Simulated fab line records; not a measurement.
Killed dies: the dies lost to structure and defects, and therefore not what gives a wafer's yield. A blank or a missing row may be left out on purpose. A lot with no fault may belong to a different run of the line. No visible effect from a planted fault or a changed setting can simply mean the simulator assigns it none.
Which tool did it? + flow sfq_line + 42 wafers from 14 lots sampled at 4 of the route's 325 steps

== WHAT EACH GAUGE READ, for each wafer ==
SFQ_M0_RS_MEAS_904: measurement is done with a four-point probe.
| lot  | measured     | on            | M0_NB_RS (ohm/sq)                   |
|------|--------------|---------------|-------------------------------------|
| L435 | day 5 11:53  | film_metro-02 | 0.878 0.864 0.882                   |
| L437 | day 5 22:41  | film_metro-02 | 0.892 0.880 0.896                   |
| L439 | day 6 20:03  | film_metro-03 | 0.884 0.891 0.894                   |
| L440 | day 7 04:02  | film_metro-02 | 0.897 0.881 0.880                   |
| L441 | day 7 05:48  | film_metro-02 | 0.904 0.901 0.892                   |
| L443 | day 8 02:27  | film_metro-01 | 0.902 0.896 0.877                   |
| L444 | day 8 06:13  | film_metro-03 | 0.885 0.869 0.880                   |
| L445 | day 8 07:15  | film_metro-03 | 0.904 0.893 0.894                   |
| L446 | day 8 20:34  | film_metro-02 | 0.892 0.886 0.898                   |
| L448 | day 9 07:10  | film_metro-03 | 0.890 0.881 0.880                   |
| L449 | day 9 10:47  | film_metro-02 | 0.970 0.887 0.887 0.970 0.887 0.889 |
| L452 | day 10 07:17 | film_metro-01 | 0.894 0.892 0.974 0.896 0.892 0.975 |
| L453 | day 10 13:57 | film_metro-02 | 0.886 0.892 0.894                   |
| L456 | day 11 06:54 | film_metro-01 | 0.862 0.880 0.868                   |

== WHICH TOOL RAN EACH LOT (tool, then ch and the chambers of the sampled wafers, then the start) ==
| lot  | SFQ_TRILAYER_L0_DEP_SPUTTER_003 | SFQ_TRILAYER_L0_STRIP_STRIP_009  | SFQ_TRILAYER_M0_DEP_SPUTTER_019 |
|------|---------------------------------|----------------------------------|---------------------------------|
| L435 | pvd_sputter-03, day 1 22:29     | rie_metal-03 ch 0,1, day 3 18:43 | pvd_sputter-04, day 5 11:47     |
| L437 | pvd_sputter-06, day 2 08:29     | rie_metal-03 ch 0,1, day 4 05:31 | pvd_sputter-04, day 5 22:35     |
| L439 | pvd_sputter-06, day 2 18:29     | rie_metal-04 ch 0, day 4 18:49   | pvd_sputter-05, day 6 19:56     |
| L440 | pvd_sputter-03, day 2 23:29     | rie_metal-02 ch 0,1, day 4 23:49 | pvd_sputter-03, day 7 03:55     |
| L441 | pvd_sputter-05, day 3 04:29     | rie_metal-02 ch 0,1, day 5 04:25 | pvd_sputter-04, day 7 05:43     |
| L443 | pvd_sputter-03, day 3 14:29     | rie_metal-03 ch 0,1, day 5 17:37 | pvd_sputter-05, day 8 02:22     |
| L444 | pvd_sputter-05, day 3 19:29     | rie_metal-04 ch 0,1, day 5 22:25 | pvd_sputter-04, day 8 06:08     |
| L445 | pvd_sputter-03, day 4 00:29     | rie_metal-04 ch 0,1, day 6 02:01 | pvd_sputter-05, day 8 07:10     |
| L446 | pvd_sputter-05, day 4 05:29     | rie_metal-03 ch 0,1, day 6 06:49 | pvd_sputter-04, day 8 20:28     |
| L448 | pvd_sputter-05, day 4 15:29     | rie_metal-04 ch 0,1, day 6 16:25 | pvd_sputter-03, day 9 07:05     |
| L449 | pvd_sputter-05, day 4 20:29     | rie_metal-03 ch 0,1, day 6 20:01 | pvd_sputter-04, day 9 10:41     |
| L452 | pvd_sputter-03, day 5 11:29     | rie_metal-02 ch 0,1, day 7 11:37 | pvd_sputter-04, day 10 07:11    |
| L453 | pvd_sputter-06, day 5 16:29     | rie_metal-04 ch 0,1, day 7 18:59 | pvd_sputter-05, day 10 13:52    |
| L456 | pvd_sputter-05, day 6 07:29     | rie_metal-02 ch 0,1, day 8 08:17 | pvd_sputter-05, day 11 06:49    |
- SFQ_TRILAYER_L0_DEP_SPUTTER_003: material MoNx KI, target thk 40 nm, time 100 s.
- SFQ_TRILAYER_L0_STRIP_STRIP_009: strips in O2.
- SFQ_TRILAYER_M0_DEP_SPUTTER_019: material Nb, target thk 200 nm, time 133.3 s.

== WHAT THE TOOLS THEMSELVES READ (means of the sampled wafers that have a number; where no wafer has one, the mark that the record gives instead) ==
SFQ_TRILAYER_L0_DEP_SPUTTER_003.
| lot  | tool           | base_pressure_pa (Pa) | throttle_valve_pct (%) |
|------|----------------|-----------------------|------------------------|
| L435 | pvd_sputter-03 | 1.32e-06              | 29.5                   |
| L437 | pvd_sputter-06 | 1.26e-06              | 31.9                   |
| L439 | pvd_sputter-06 | 1.39e-06              | 31.5                   |
| L440 | pvd_sputter-03 | 1.36e-06              | 29.0                   |
| L441 | pvd_sputter-05 | 1.28e-06              | 30.2                   |
| L443 | pvd_sputter-03 | 1.44e-06              | 29.3                   |
| L444 | pvd_sputter-05 | 1.35e-06              | 30.3                   |
| L445 | pvd_sputter-03 | 1.47e-06              | 29.3                   |
| L446 | pvd_sputter-05 | 1.38e-06              | 30.2                   |
| L448 | pvd_sputter-05 | 1.42e-06              | 30.6                   |
| L449 | pvd_sputter-05 | 1.31e-06              | 30.8                   |
| L452 | pvd_sputter-03 | 1.40e-06              | 29.1                   |
| L453 | pvd_sputter-06 | 1.33e-06              | 31.6                   |
| L456 | pvd_sputter-05 | 1.35e-06              | 30.6                   |

SFQ_TRILAYER_L0_STRIP_STRIP_009.
| lot  | tool         | drypump_motor_current_A (A) | oes_product_au (a.u.) |
|------|--------------|-----------------------------|-----------------------|
| L435 | rie_metal-03 | 5.9                         | 1.000                 |
| L437 | rie_metal-03 | 6.0                         | 0.994                 |
| L439 | rie_metal-04 | 6.4                         | 1.003                 |
| L440 | rie_metal-02 | 5.8                         | 0.992                 |
| L441 | rie_metal-02 | 5.8                         | 0.998                 |
| L443 | rie_metal-03 | 5.9                         | 0.999                 |
| L444 | rie_metal-04 | 6.1                         | 1.002                 |
| L445 | rie_metal-04 | 5.7                         | 1.000                 |
| L446 | rie_metal-03 | 5.9                         | 1.005                 |
| L448 | rie_metal-04 | 5.7                         | 1.012                 |
| L449 | rie_metal-03 | 5.9                         | 1.008                 |
| L452 | rie_metal-02 | 6.0                         | 1.002                 |
| L453 | rie_metal-04 | 6.1                         | 0.997                 |
| L456 | rie_metal-02 | 5.8                         | 1.002                 |

SFQ_TRILAYER_M0_DEP_SPUTTER_019.
| lot  | tool           | base_pressure_pa (Pa) | throttle_valve_pct (%) |
|------|----------------|-----------------------|------------------------|
| L435 | pvd_sputter-04 | 1.43e-06              | 30.3                   |
| L437 | pvd_sputter-04 | 1.34e-06              | 29.8                   |
| L439 | pvd_sputter-05 | 1.34e-06              | 30.6                   |
| L440 | pvd_sputter-03 | 1.32e-06              | 29.1                   |
| L441 | pvd_sputter-04 | 1.31e-06              | 30.1                   |
| L443 | pvd_sputter-05 | 1.35e-06              | 30.3                   |
| L444 | pvd_sputter-04 | 1.26e-06              | 29.9                   |
| L445 | pvd_sputter-05 | 1.36e-06              | 30.5                   |
| L446 | pvd_sputter-04 | 1.43e-06              | 30.2                   |
| L448 | pvd_sputter-03 | 1.32e-06              | 29.2                   |
| L449 | pvd_sputter-04 | 1.29e-06              | 29.9                   |
| L452 | pvd_sputter-04 | 1.33e-06              | 29.9                   |
| L453 | pvd_sputter-05 | 1.42e-06              | 30.0                   |
| L456 | pvd_sputter-05 | 1.26e-06              | 30.7                   |

== THE ANSWER, worked out from the rows above alone ==
Rule: what is usual is taken from the lots themselves. The widest of any qualifying gaps counts: lots, ordered by their means at a reading, are off when they make up no more than a third of the lots, leave a main group of 4 or more, and stand apart from it by 3 or more times the standard deviation of that group's means. The tables above print the reading to a certain number of digits; a main group whose means all agree to those digits is not used. A lot without any number at a reading at which 4 lots or more have one is off too. Where the step has rows for the other lots, those lots are counted as sound. The gauges are gone through in route order, then the tools' own readings, and for those a lot's mean is taken as printed above. At the first step where some lot is off, the reading lying furthest off is the one used; lots without a number count as furthest.
None of the lots is off at any reading shown; this tells nothing.

== WHAT HAD BEEN PUT IN BY THE SIMULATOR ==
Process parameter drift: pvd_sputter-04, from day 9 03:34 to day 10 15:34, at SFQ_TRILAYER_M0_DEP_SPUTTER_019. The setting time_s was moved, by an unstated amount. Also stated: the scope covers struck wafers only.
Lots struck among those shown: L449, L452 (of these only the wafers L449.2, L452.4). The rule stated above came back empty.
